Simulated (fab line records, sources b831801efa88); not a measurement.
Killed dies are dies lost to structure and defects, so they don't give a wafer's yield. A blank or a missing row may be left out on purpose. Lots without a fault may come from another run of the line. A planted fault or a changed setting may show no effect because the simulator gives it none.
One fault seen from 2 desks | flow sky130 | each desk has only its own numbers; what lay behind them comes last

THE METROLOGY DESK
What the gauges read, lot by lot, whatever tool the lot ran on: means of the sampled wafers that have a number. A lot is out of limits, marked OUT, if its mean lies more than 4 standard deviations from the usual mean; the brackets give that distance.
Columns: A = CAPM_TIN_THK at SKY_CAPM_THK_MEAS_04, usual 202.6 nm
lot  | first seen here | A
L813 | day 37 11:41    | 204.7
L816 | day 37 11:50    | 198.5
L817 | day 37 13:18    | 201.1
L823 | day 39 01:31    | 206.5
L825 | day 43 07:47    | 199.8
L826 | day 43 12:14    | 205.8
L827 | day 43 13:35    | 200.9
L834 | day 43 15:19    | 202.2
L833 | day 43 17:58    | 204.7
L835 | day 43 19:42    | 206.4
L836 | day 43 19:47    | 199.1
L831 | day 43 21:38    | 204.1
This desk's finding: nothing out of limits on any of the 12 lots.

THE TOOL OWNER'S DESK: litho_track-03
The tool's own readings at SKY_VIA3_HMDS_05 (prime time 60 s): means of the sampled wafers that have a number, for each lot that ran on this tool. A lot is out of limits, marked OUT, if its mean lies more than 4 standard deviations from the usual mean; the brackets give that distance.
Columns: A = chill_plate_temp_C at SKY_VIA3_HMDS_05, usual 22.96 C; B = prime_temp_c at SKY_VIA3_HMDS_05, usual 120.01 C
lot  | first seen here | A     | B
L816 | day 40 02:38    | 22.96 | 119.93
L823 | day 41 15:31    | 23.04 | 120.03
L826 | day 45 21:07    | 23.13 | 119.96
L834 | day 45 23:29    | 22.87 | 121.46 (+12) OUT
L835 | day 46 05:43    | 22.92 | 121.60 (+13) OUT
This desk's finding: out of limits on L834, L835; first on L834, day 45 23:29 (prime_temp_c at SKY_VIA3_HMDS_05). In limits: L816, L823, L826.

PUT TOGETHER
The tool owner's desk could have raised an alarm at day 45 23:29, on L834, L835.
The metrology desk saw nothing out of limits.
The metrology desk has L834, L835 on record, within its limits.
Of the lots named, all ran SKY_VIA3_HMDS_05 on litho_track-03.

WHAT THE SIMULATOR HAD PUT IN
Process parameter drift: litho_track-03, from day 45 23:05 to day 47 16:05, at SKY_VIA3_HMDS_05. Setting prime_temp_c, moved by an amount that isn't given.
Lots struck among those shown: L834, L835.
Hours from the fault's start to each desk's first reading out of limits: the tool owner's desk, 0.
